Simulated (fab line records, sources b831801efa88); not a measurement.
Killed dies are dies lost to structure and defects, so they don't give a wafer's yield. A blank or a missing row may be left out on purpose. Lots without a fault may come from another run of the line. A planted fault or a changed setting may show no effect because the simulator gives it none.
fab line records | flow sky130
record lots=6 wafers=18 last_day=49
route steps=708 shown PWDE@46 NWELL@56 PAD_OPEN@708
lots that met no fault: from a run of the same line without faults
start_h: hours from the record's first day to the start of the lot's first wafer shown | wait_h: hours since the lot's step before | " the same as in the row above | L1.1+2: a row that stands for several wafers | - no value, or no start given | * or withheld: withheld | < > ~ a bound
route shown NAME@n: a module of which the file shows steps, and the number in the route of the first | usual: mean/standard deviation of fault-free wafers | same: alike in all rows | chamber/n: place in a boat | sites: the reading at each site | _std_site: their standard deviation | _edge_site: outer sites' mean less inner sites' | radius_mm: how far each site lies from the wafer's centre | mask NAME#n: copy n | behind: the tool/chamber that last shaped the wafer | hold: why the lot was held/for how many hours/how that ended | device: the transistor (n, p or np) that didn't switch | end of line: the same wafers' tests at the end of the route | a step without rows: its recipe alone | killed: dies lost to structure and defects at the first sort, not the wafer's yield | map: a wafer's dies, x killed, . not, _ none there
set.NAME: the setting as run; set.NAME@STEP: as run at that earlier step | model.NAME: the simulator's own value behind a step, which no gauge read
lots at some steps of the route; a table a step, a row a wafer
services: from which hour (start_h, from the record's first day; less than 0 if before it) a tool's chamber was out of use, for how many hours, and why
## steps
# step SKY_PWDE_HMDS_01
# recipe prime_time_s=60 prime_temp_c=120
# step SKY_PWDE_COAT_02
# recipe spin_rpm=2000 resist_thk_nm=3000
# step SKY_PWDE_SOFTBAKE_03
# recipe temp_c=110 time_s=withheld
# step SKY_PWDE_EXPOSE_04
# recipe mask_id=PWDEM na=0.6 source_shape=conventional sigma_outer=0.6 polarization=unpolarized target_cd_nm=840 dose_mj=214
# step SKY_PWDE_PEB_05
# recipe temp_c=115 time_s=withheld
# step SKY_PWDE_DEVELOP_06
# recipe wall_angle_deg=90 developer=TMAH develop_time_s=60 dev_temp_c=23
# step SKY_PWDE_OVL_MEAS_07
# usual PWDE_OVL=-0.5/1.4
# columns lot.wafer tool chamber start_h wait_h PWDE_OVL[nm]
L766.2 overlay-02 - 90.02 - 1.1
L766.3 " - " " -0.2
L766.4 " - " " 1.0
L770.1 overlay-01 - 101.27 - -1.9
L770.2 " - " " -0.4
L770.4 " - " " -1.7
L776.1 overlay-02 - 138.46 - 0.1
L776.3 " - " " 1.5
L776.5 " - " " -1.3
L778.2 overlay-01 - 147.47 - -1.2
L778.4 " - " " -2.9
L778.5 " - " " -1.6
L779.1 overlay-01 - 151.26 - 0.1
L779.4 " - " " 0.5
L779.6 " - " " -0.4
L780.2 overlay-01 - 161.43 - -3.8
L780.5 " - " " -2.2
L780.6 " - " " -2.1
# step SKY_PWDE_IMPLANT_08
# recipe species=B energy_kev=148.3 dose_cm2=3.6e+12 tilt_deg=withheld
# step SKY_PWDE_STRIP_09
# recipe chemistry=O2/N2 power_w=1400 pressure_mtorr=1500 platen_temp_c=withheld o2_flow_sccm=3000 n2_flow_sccm=300 overash_fraction=0.5
# usual drypump_motor_current_A=5.9/0.46 oes_product_au=0.723/0.0045 strip_time_to_endpoint_s=36.85/0.099
# same overash_fraction=0.5
# columns lot.wafer tool chamber start_h wait_h drypump_motor_current_A oes_product_au rf_hours_counter_h strip_time_to_endpoint_s
L766.2 plasma_asher-02 0 90.20 0.1 5.7 0.730 41 36.88
L766.3 " 0 " " 5.7 0.721 - 36.87
L766.4 " 1 " " 4.9 0.716 - 36.98
L770.1 plasma_asher-01 1 101.46 0.1 6.0 0.721 40 36.67
L770.2 " 0 " " 5.5 0.724 40 36.60
L770.4 " 0 " " 5.5 0.728 - 36.74
L776.1 plasma_asher-04 1 138.65 0.1 6.0 0.718 45 37.02
L776.3 " 1 " " 6.0 0.726 - 37.04
L776.5 " 1 " " 5.9 0.718 - 37.09
L778.2 plasma_asher-04 1 147.65 0.1 6.0 0.722 47 36.92
L778.4 " 1 " " 6.0 0.723 - 36.94
L778.5 " 0 " " 6.5 0.727 - 37.04
L779.1 plasma_asher-04 0 151.45 0.1 6.4 0.719 47 36.77
L779.4 " 1 " " 5.9 0.729 - 36.70
L779.6 " 0 " " 6.5 0.727 - 36.77
L780.2 plasma_asher-04 1 161.72 0.1 6.0 0.721 48 36.80
L780.5 " 0 " " 6.5 0.716 - 36.82
L780.6 " 1 " " 6.0 0.721 - 36.75
# step SKY_PWDE_TW_MEAS_10
# usual PWDE_TW=373.7/2.4
# columns lot.wafer tool chamber start_h wait_h PWDE_TW
L766.2 film_metro-03 - 90.31 0.1 370.3
L766.3 " - " " 370.3
L766.4 " - " " 372.3
L770.1 film_metro-04 - 101.56 0.1 369.3
L770.2 " - " " 370.0
L770.4 " - " " 371.7
L776.1 film_metro-01 - 138.75 0.1 377.6
L776.3 " - " " 377.6
L776.5 " - " " 378.8
L778.2 film_metro-04 - 147.76 0.1 372.3
L778.4 " - " " 369.7
L778.5 " - " " 368.4
L779.1 film_metro-01 - 151.55 0.1 374.5
L779.4 " - " " 375.1
L779.6 " - " " 376.9
L780.2 film_metro-04 - 161.83 0.1 374.3
L780.5 " - " " 372.6
L780.6 " - " " 374.3
# step SKY_NWELL_DEHYDRATE_03
# recipe temp_c=200 time_s=60
# step SKY_NWELL_HMDS_04
# recipe prime_time_s=60 prime_temp_c=120
# step SKY_NWELL_COAT_05
# recipe spin_rpm=2000 resist_thk_nm=3000
# columns lot.wafer tool chamber start_h wait_h model.coat_of_NWELL_COAT_05.thk_nm
L766.2 litho_track-03 0 98.54 0.1 2976
L766.3 " 0 " " 2987
L766.4 " 0 " " 2978
L770.1 litho_track-03 0 110.22 0.1 3006
L770.2 " 0 " " 2992
L770.4 " 0 " " 2991
L776.1 litho_track-03 0 146.82 0.1 3002
L776.3 " 0 " " 3006
L776.5 " 0 " " 2998
L778.2 litho_track-03 0 156.89 0.1 1872
L778.4 " 0 " " 1873
L778.5 " 0 " " 1869
L779.1 litho_track-01 0 161.61 0.1 3002
L779.4 " 0 " " 3005
L779.6 " 0 " " 3012
L780.2 litho_track-03 0 170.29 0.1 1867
L780.5 " 0 " " 1857
L780.6 " 0 " " 1868
# step SKY_NWELL_SOFTBAKE_06
# recipe temp_c=110 time_s=withheld
# step SKY_NWELL_EXPOSE_07
# recipe mask_id=NWM na=0.6 source_shape=conventional sigma_outer=0.6 polarization=unpolarized target_cd_nm=840 dose_mj=255
# step SKY_NWELL_PEB_08
# recipe temp_c=115 time_s=withheld
# step SKY_NWELL_DEVELOP_09
# recipe wall_angle_deg=90 developer=TMAH develop_time_s=60 dev_temp_c=23
# same develop_time_s=60
# columns lot.wafer tool chamber start_h wait_h model.coat_of_NWELL_COAT_05.thk_nm
L766.2 litho_track-01 0 - - 2972
L766.3 " 0 " " 2983
L766.4 " 0 " " 2973
L770.1 litho_track-03 0 - - 3002
L770.2 " 0 " " 2988
L770.4 " 0 " " 2987
L776.1 litho_track-01 0 - - 2997
L776.3 " 0 " " 3002
L776.5 " 0 " " 2994
L778.2 litho_track-03 0 - - 1867
L778.4 " 0 " " 1869
L778.5 " 0 " " 1865
L779.1 litho_track-03 0 - - 2997
L779.4 " 0 " " 3001
L779.6 " 0 " " 3008
L780.2+6 litho_track-04 0 - - 1863
L780.5 " 0 " " 1853
# step SKY_NWELL_OVL_MEAS_10
# usual NWELL_00_OVL=0.8/1.4
# columns lot.wafer tool chamber start_h wait_h NWELL_00_OVL[nm]
L766.2 overlay-01 - 107.41 - 0.8
L766.3 " - " " -0.9
L766.4 " - " " -1.0
L770.1 overlay-01 - 119.92 - 1.8
L770.2 " - " " -0.4
L770.4 " - " " 1.7
L776.1 overlay-02 - 155.66 - -0.5
L776.3 " - " " -0.6
L776.5 " - " " 1.0
L778.2 overlay-02 - 166.17 - 0.0
L778.4 " - " " 1.7
L778.5 " - " " 1.6
L779.1 overlay-01 - 170.97 - -1.6
L779.4 " - " " -2.2
L779.6 " - " " -2.0
L780.2 overlay-01 - 180.67 - -0.1
L780.5 " - " " -0.4
L780.6 " - " " 0.8
# step SKY_NWELL_IMPLANT_11
# recipe species=P energy_kev=400 dose_cm2=1.9e+13 tilt_deg=withheld
# step SKY_NWELL_IMPLANT_12
# recipe species=P energy_kev=120 dose_cm2=1.3e+12 tilt_deg=withheld
# step SKY_NWELL_IMPLANT_13
# recipe species=P energy_kev=50 dose_cm2=7e+11 tilt_deg=withheld
# step SKY_NWELL_STRIP_14
# recipe chemistry=O2/N2 power_w=1400 pressure_mtorr=1500 platen_temp_c=withheld o2_flow_sccm=3000 n2_flow_sccm=300 overash_fraction=0.5
# usual drypump_motor_current_A=5.9/0.39 oes_product_au=0.722/0.0041 strip_time_to_endpoint_s=36.87/0.11
# same overash_fraction=0.5
# columns lot.wafer tool chamber start_h wait_h drypump_motor_current_A oes_product_au rf_hours_counter_h strip_time_to_endpoint_s
L766.2 plasma_asher-04 1 107.89 0.1 6.0 0.726 42 36.62
L766.3 " 0 " " 6.5 0.728 - 36.76
L766.4 " 1 " " 6.0 0.727 - 36.63
L770.1 plasma_asher-04 1 120.40 0.1 6.0 0.725 44 36.99
L770.2 " 0 " " 6.5 0.729 44 36.83
L770.4 " 0 " " 6.4 0.722 - 36.81
L776.1 plasma_asher-01 0 156.14 0.1 5.5 0.721 46 36.96
L776.3 " 0 " " 5.5 0.725 - 37.01
L776.5 " 1 " " 6.0 0.720 - 36.89
L778.2 plasma_asher-03 0 166.65 0.1 6.5 0.715 36 23.84
L778.4 " 1 " " 5.5 0.720 - 23.85
L778.5 " 0 " " 6.5 0.723 - 23.81
L779.1 plasma_asher-03 1 171.45 0.1 5.5 0.719 37 36.91
L779.4 " 0 " " 6.5 0.725 - 36.97
L779.6 " 0 " " 6.5 0.721 - 37.06
L780.2 plasma_asher-04 1 181.15 0.1 6.0 0.716 50 23.78
L780.5 " 0 " " 6.4 0.722 - 23.66
L780.6 " 1 " " 5.9 0.715 - 23.79
# step SKY_NWELL_TW_MEAS_15
# usual NWELL_TW=1818/10
# columns lot.wafer tool chamber start_h wait_h NWELL_TW
L766.2 film_metro-01 - 108.00 0.1 1831
L766.3 " - " " 1839
L766.4 " - " " 1839
L770.1 film_metro-03 - 120.50 0.1 1838
L770.2 " - " " 1820
L770.4 " - " " 1828
L776.1 film_metro-04 - 156.24 0.1 1800
L776.3 " - " " 1812
L776.5 " - " " 1805
L778.2 film_metro-04 - 166.76 0.1 1805
L778.4 " - " " 1818
L778.5 " - " " 1813
L779.1 film_metro-03 - 171.55 0.1 1813
L779.4 " - " " 1814
L779.6 " - " " 1819
L780.2 film_metro-03 - 181.26 0.1 1819
L780.5 " - " " 1820
L780.6 " - " " 1824
# step SKY_PAD_OPEN_PROBE_99
# usual killed_at_M0_to_M3=44/6.8 killed_at_M4_up=2.9/1.9 killed_at_contacts=24/5.2 killed_at_front_end=16/4.1 killed_at_other=0.4/0.74 killed_dies=88/9.1 killed_open=48/7.2 killed_short=39/5.6
# same gross_dies=492 killed_at_back_side=0
# columns lot.wafer tool chamber start_h wait_h killed_at_M0_to_M3 killed_at_M4_up killed_at_contacts killed_at_front_end killed_at_other killed_dies killed_open killed_short model.etest.pfet_16v.r_on_ohm_um model.etest.nfet_16v.r_on_ohm_um model.etest.res_nwell.line_ohm_um model.etest.res_nwell.width_nm model.etest.res_iso_pwell.width_nm model.etest.pfet_16v.drive_ua_um model.etest.iso_nwell_nwell.leak_log10_a_um
L766.2 prober-02 - 1094.17 0.1 42 2 27 12 0 83 45 38 1.513e+04 1.385e+04 1167 840.5 2644 245.8 -13.9
L766.3 prober-02 - 1094.22 0.2 40 2 27 14 0 83 46 37 1.524e+04 1.402e+04 1207 836.7 2644 244.7 -13.84
L766.4 prober-02 - 1094.27 0.2 41 6 29 19 0 95 52 40 1.504e+04 1.387e+04 1142 844 2645 243.8 -13.74
L770.1 prober-02 - 1108.19 0.1 46 1 29 15 0 91 60 30 1.514e+04 1.4e+04 1098 855.6 2638 246.5 -13.23
L770.2 prober-02 - 1108.24 0.1 39 6 36 13 0 94 53 41 1.548e+04 1.419e+04 1099 853.5 2607 241.3 -13.16
L770.4 prober-02 - 1108.34 0.2 34 5 37 18 1 95 47 47 1.538e+04 1.426e+04 1077 854 2626 242 -13.35
L776.1 prober-02 - 1143.34 0.1 56 4 20 21 0 101 48 52 1.565e+04 1.408e+04 1121 843.8 2631 243.3 -13.39
L776.3 prober-02 - 1143.44 0.2 46 3 35 18 1 103 54 47 1.548e+04 1.418e+04 1122 847.1 2641 242.2 -13.27
L776.5 prober-02 - 1143.54 0.2 56 1 24 13 1 95 50 45 1.521e+04 1.407e+04 1099 843.5 2628 246.1 -13.43
L778.2 prober-02 - 1153.39 0.1 37 1 33 23 0 94 53 37 1.562e+04 1.376e+04 1001 931.6 2588 237 -12.22
L778.4 prober-02 - 1153.49 0.2 43 0 20 20 0 83 55 25 1.55e+04 1.361e+04 982.9 928.6 2587 238.8 -12.16
L778.5 prober-02 - 1153.54 0.2 43 3 29 12 0 87 47 38 1.556e+04 1.374e+04 990.1 925.9 2597 237.2 -12.57
L779.1 prober-01 - 1157.89 0.1 53 0 33 14 1 101 53 48 1.509e+04 1.393e+04 1138 834.1 2647 244.2 -13.63
L779.4 prober-01 - 1158.04 0.2 43 2 15 17 3 80 50 28 1.52e+04 1.402e+04 1156 840.1 2631 245.2 -13.75
L779.6 prober-01 - 1158.14 0.2 48 5 26 14 0 93 48 45 1.511e+04 1.394e+04 1163 833 2656 246.8 -13.81
L780.2 prober-02 - 1166.42 0.1 50 1 27 12 1 91 50 38 1.599e+04 1.335e+04 1094 918.9 2589 226.7 -13.62
L780.5 prober-02 - 1166.57 0.2 45 5 24 18 0 92 51 39 1.607e+04 1.343e+04 1092 928.2 2576 226.2 -13.39
L780.6 prober-02 - 1166.62 0.2 36 3 29 23 0 91 42 47 1.593e+04 1.35e+04 1102 920.2 2579 229.2 -13.71
# killed by level:class
L766.2 VIA1:geometric_particle:open=13 LI_CONTACT:geometric_particle:open=8 LOCAL_INTERCONNECT:geometric_particle:short=6 VIA2:geometric_particle:open=6 CONTACT:geometric_particle:open=6 METAL2:geometric_particle:short=6 POLY_GATE:geometric_particle:open=5 METAL1:geometric_particle:short=5
L766.3 VIA1:geometric_particle:open=12 CONTACT:geometric_particle:open=7 LI_CONTACT:geometric_particle:open=7 FIELD_ISO:geometric_particle:open=6 LI_CONTACT:geometric_particle:short=6 VIA2:geometric_particle:open=5 CONTACT:geometric_particle:short=4 VIA3:geometric_particle:open=4
L766.4 CONTACT:geometric_particle:open=12 VIA1:geometric_particle:open=10 VIA3:geometric_particle:open=7 LI_CONTACT:geometric_particle:open=7 POLY_GATE:geometric_particle:open=5 VIA1:geometric_particle:short=5 CONTACT:geometric_particle:short=5 METAL1:geometric_particle:short=5
L770.1 VIA1:geometric_particle:open=14 VIA3:geometric_particle:open=10 CONTACT:geometric_particle:open=8 VIA2:geometric_particle:open=8 CONTACT:geometric_particle:short=7 METAL2:geometric_particle:short=7 LI_CONTACT:geometric_particle:open=6 POLY_GATE:geometric_particle:open=5
L770.2 CONTACT:geometric_particle:open=13 VIA1:geometric_particle:open=10 LI_CONTACT:geometric_particle:open=9 CONTACT:geometric_particle:short=8 VIA2:geometric_particle:open=8 METAL4:geometric_particle:short=5 POLY_GATE:geometric_particle:open=4 POLY_GATE:geometric_particle:short=4
L770.4 LI_CONTACT:geometric_particle:open=10 CONTACT:geometric_particle:open=9 CONTACT:geometric_particle:short=8 VIA3:geometric_particle:open=6 FIELD_ISO:geometric_particle:short=5 VIA2:geometric_particle:short=5 LI_CONTACT:geometric_particle:short=5 METAL4:geometric_particle:short=5
L776.1 VIA3:geometric_particle:open=11 VIA2:geometric_particle:open=8 VIA1:geometric_particle:open=8 VIA1:geometric_particle:short=8 FIELD_ISO:geometric_particle:short=7 LI_CONTACT:geometric_particle:open=7 LOCAL_INTERCONNECT:geometric_particle:short=6 POLY_GATE:geometric_particle:short=5
L776.3 LI_CONTACT:geometric_particle:open=11 CONTACT:geometric_particle:open=11 VIA1:geometric_particle:open=10 VIA1:geometric_particle:short=8 METAL2:geometric_particle:short=8 FIELD_ISO:geometric_particle:short=6 LOCAL_INTERCONNECT:geometric_particle:short=6 VIA2:geometric_particle:open=5
L776.5 VIA1:geometric_particle:open=11 CONTACT:geometric_particle:short=10 VIA3:geometric_particle:open=10 VIA2:geometric_particle:open=9 FIELD_ISO:geometric_particle:short=6 CONTACT:geometric_particle:open=6 VIA1:geometric_particle:short=6 METAL2:geometric_particle:short=5
L778.2 CONTACT:geometric_particle:open=14 LI_CONTACT:geometric_particle:open=9 FIELD_ISO:geometric_particle:open=8 VIA1:geometric_particle:open=7 METAL1:geometric_particle:short=6 METAL3:geometric_particle:short=5 VIA3:geometric_particle:open=4 LOCAL_INTERCONNECT:geometric_particle:short=4
L778.4 VIA1:geometric_particle:open=18 CONTACT:geometric_particle:open=12 VIA3:geometric_particle:open=9 FIELD_ISO:geometric_particle:open=4 POLY_GATE:geometric_particle:open=4 POLY_GATE:geometric_particle:short=4 METAL1:geometric_particle:short=4 VIA1:geometric_particle:short=4
L778.5 VIA3:geometric_particle:open=12 VIA1:geometric_particle:open=12 CONTACT:geometric_particle:open=8 LI_CONTACT:geometric_particle:open=6 LOCAL_INTERCONNECT:geometric_particle:short=6 METAL1:geometric_particle:short=6 POLY_GATE:geometric_particle:short=5 LI_CONTACT:geometric_particle:short=5
L779.1 VIA1:geometric_particle:open=13 CONTACT:geometric_particle:open=11 METAL1:geometric_particle:short=10 POLY_GATE:geometric_particle:open=7 METAL2:geometric_particle:short=7 VIA2:geometric_particle:short=6 VIA2:geometric_particle:open=6 LOCAL_INTERCONNECT:geometric_particle:short=6
L779.4 VIA2:geometric_particle:open=12 VIA1:geometric_particle:open=8 FIELD_ISO:geometric_particle:short=5 FIELD_ISO:geometric_particle:open=5 VIA2:geometric_particle:short=5 LI_CONTACT:geometric_particle:open=5 CONTACT:geometric_particle:open=5 METAL1:geometric_particle:short=5
L779.6 VIA1:geometric_particle:open=10 METAL1:geometric_particle:short=9 CONTACT:geometric_particle:open=8 VIA3:geometric_particle:open=8 POLY_GATE:geometric_particle:open=6 CONTACT:geometric_particle:short=6 LI_CONTACT:geometric_particle:open=5 FIELD_ISO:geometric_particle:open=4
L780.2 CONTACT:geometric_particle:open=12 VIA2:geometric_particle:open=10 VIA1:geometric_particle:open=10 LI_CONTACT:geometric_particle:open=7 VIA1:geometric_particle:short=6 LOCAL_INTERCONNECT:geometric_particle:short=5 METAL1:geometric_particle:short=5 METAL2:geometric_particle:short=5
L780.5 CONTACT:geometric_particle:open=12 VIA1:geometric_particle:open=8 METAL2:geometric_particle:short=8 LOCAL_INTERCONNECT:geometric_particle:short=7 POLY_GATE:geometric_particle:open=6 VIA3:geometric_particle:open=6 FIELD_ISO:geometric_particle:open=5 VIA2:geometric_particle:short=5
L780.6 LI_CONTACT:geometric_particle:open=9 VIA1:geometric_particle:open=8 POLY_GATE:geometric_particle:short=6 CONTACT:geometric_particle:short=6 METAL3:geometric_particle:short=6 VIA2:geometric_particle:short=6 POLY_GATE:geometric_particle:open=5 LOCAL_INTERCONNECT:geometric_particle:short=5
## services
# columns tool chamber start_h hours kind
plasma_asher-02 - 108.75 9.0 pm
plasma_asher-02 0 108.75 9.0 vent_cycle
plasma_asher-02 1 108.75 9.0 vent_cycle
plasma_asher-03 - 114.12 0.9 repair
plasma_asher-02 0 117.75 - clean
plasma_asher-02 1 117.75 - clean
plasma_asher-02 - 143.48 1.0 repair
plasma_asher-04 - 153.00 2.8 pm
## key
first_sign step=SKY_NWELL_STRIP_14 reading=strip_time_to_endpoint_s direction=down sigmas=99+ usual=* struck=*
effect none on later readings
model_effect step=SKY_NWELL_COAT_05 value=coat_of_NWELL_COAT_05.thk_nm without=2999 struck=1868
model_effect step=SKY_NWELL_DEVELOP_09 value=coat_of_NWELL_COAT_05.thk_nm without=2995 struck=1864
model_effect step=SKY_PAD_OPEN_PROBE_99 value=etest.pfet_16v.r_on_ohm_um without=1.518e+04 struck=1.578e+04
met_at SKY_NWELL_COAT_05
struck_wafers L778.2,L778.4,L778.5,L780.2,L780.5,L780.6
tester_left_out L778,L780
onset_between 146.82 156.89
fault kind=process_parameter_drift tool=litho_track-03 chamber=- onset_h=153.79 steps=SKY_NWELL_COAT_05 channel=resist_thk_nm offset=-1131.8 shape=step end_h=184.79 acts_in=these_recipes_only stated=3000
# tester_left_out: of these lots the tester's yield and bins aren't shown, on N5 and GAA mostly nor the transistor test; their killed dies are dies lost to structure and defects alone, not to doping, threshold or leakage, so they don't give the yield
